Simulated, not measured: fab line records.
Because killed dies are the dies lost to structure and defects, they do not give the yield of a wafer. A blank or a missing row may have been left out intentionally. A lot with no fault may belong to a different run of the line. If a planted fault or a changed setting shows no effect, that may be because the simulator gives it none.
Shared-tool check | flow gf180mcu | Lots sampled 12, wafers sampled 38

## THE REASON FOR OPENING IT
GF_V5_RS_MEAS_24, reading V5_W_RS: flagged on 2 of 12 lots. Wafers without a fault read 0.328 ohm/sq, standard deviation 0.0051.
Rule: a lot is flagged when every wafer of it that has a number lies more than 4 standard deviations from that mean, or none has a number. As for the other lots, they are considered sound.

lot  | measured     | on            | V5_W_RS (ohm/sq), wafer by wafer    | flag
L547 | day 27 06:49 | film-metro-02 | 0.323 0.326 0.325                   |
L550 | day 28 04:55 | film-metro-03 | 0.330 0.330 0.331                   |
L551 | day 28 10:15 | film-metro-01 | 0.328 0.331 0.331                   |
L553 | day 29 07:43 | film-metro-03 | 0.329 0.327 0.331                   |
L554 | day 29 10:47 | film-metro-02 | 0.310 0.310 0.331                   |
L556 | day 30 00:07 | film-metro-02 | 0.329 0.330 0.333                   |
L557 | day 30 10:01 | film-metro-02 | 0.329 0.326 0.329                   |
L559 | day 31 00:55 | film-metro-03 | 0.330 0.330 0.331                   |
L563 | day 32 04:31 | film-metro-01 | 0.321 0.318 0.334                   |
L567 | day 33 02:20 | film-metro-02 | 0.527 0.514 0.522 0.526 0.515 0.523 | FLAGGED
L568 | day 33 04:42 | film-metro-01 | 0.326 0.324 0.328                   |
L569 | day 33 05:55 | film-metro-02 | 0.531 0.530                         | FLAGGED
The mean of the flagged lots' numbers is 0.524 ohm/sq, +0.196 ohm/sq from the usual (+38 standard deviations).

## EACH LOT AND THE TOOL IT RAN ON
The record holds 1 process step before the reading, out of a route of 602 steps. Every cell lists first the tool, next ch and the chambers used by the sampled wafers, and last the start.
lot  | flag    | GF_V5_CVD_23
L547 |         | cvd-w-01 ch 0,1, day 27 06:41
L550 |         | cvd-w-01 ch 0,1, day 28 04:48
L551 |         | cvd-w-01 ch 0,1, day 28 10:07
L553 |         | cvd-w-01 ch 0,1, day 29 07:35
L554 |         | cvd-w-02 ch 0,1, day 29 10:40
L556 |         | cvd-w-01 ch 0,1, day 29 23:59
L557 |         | cvd-w-01 ch 0,1, day 30 09:55
L559 |         | cvd-w-02 ch 1, day 31 00:41
L563 |         | cvd-w-02 ch 0,1, day 32 04:25
L567 | FLAGGED | cvd-w-02 ch 0, day 33 02:12
L568 |         | cvd-w-01 ch 0,1, day 33 04:34
L569 | FLAGGED | cvd-w-02 ch 0, day 33 05:47
What these steps do:
- GF_V5_CVD_23: deposits W, target thk 350 nm, time 104.9 s.
- GF_V5_RS_MEAS_24: measures by four-point-probe.

## FLAGGED OVER TOTAL, TOOL BY TOOL (the gauges that took the reading come last)
step             | tool          | lots run | flagged | share of the flagged lots | sound lots run after its first flagged lot
GF_V5_CVD_23     | cvd-w-01      | 7        | 0       | none                      | -
GF_V5_CVD_23     | cvd-w-02      | 5        | 2       | all                       | 0
GF_V5_RS_MEAS_24 | film-metro-01 | 3        | 0       | none                      | -
GF_V5_RS_MEAS_24 | film-metro-02 | 6        | 2       | all                       | 0
GF_V5_RS_MEAS_24 | film-metro-03 | 3        | 0       | none                      | -

## WHAT THE TABLE PERMITS
Every flagged lot went through 2 rows of the table: cvd-w-02 at GF_V5_CVD_23 and film-metro-02 at GF_V5_RS_MEAS_24.
- cvd-w-02 at GF_V5_CVD_23: 2 of its 5 lots flagged. Its last sound lot is L563 (day 32 04:25), its first flagged lot L567 (day 33 02:12): a fault that began between those two fits. Its own readings lie more than 4 standard deviations out on every wafer of the flagged lots: chamber-pressure-Torr.
- film-metro-02 at GF_V5_RS_MEAS_24: 2 of its 6 lots flagged. Its last sound lot is L557 (day 30 10:01), its first flagged lot L567 (day 33 02:20): a fault that began between those two fits.
A lot count leaves these 2 tools indistinguishable: every one of them fits a fault beginning at some hour. More lots, or a look at what each step does to the wafer, might.

## WHAT WAS PUT IN BY THE SIMULATOR
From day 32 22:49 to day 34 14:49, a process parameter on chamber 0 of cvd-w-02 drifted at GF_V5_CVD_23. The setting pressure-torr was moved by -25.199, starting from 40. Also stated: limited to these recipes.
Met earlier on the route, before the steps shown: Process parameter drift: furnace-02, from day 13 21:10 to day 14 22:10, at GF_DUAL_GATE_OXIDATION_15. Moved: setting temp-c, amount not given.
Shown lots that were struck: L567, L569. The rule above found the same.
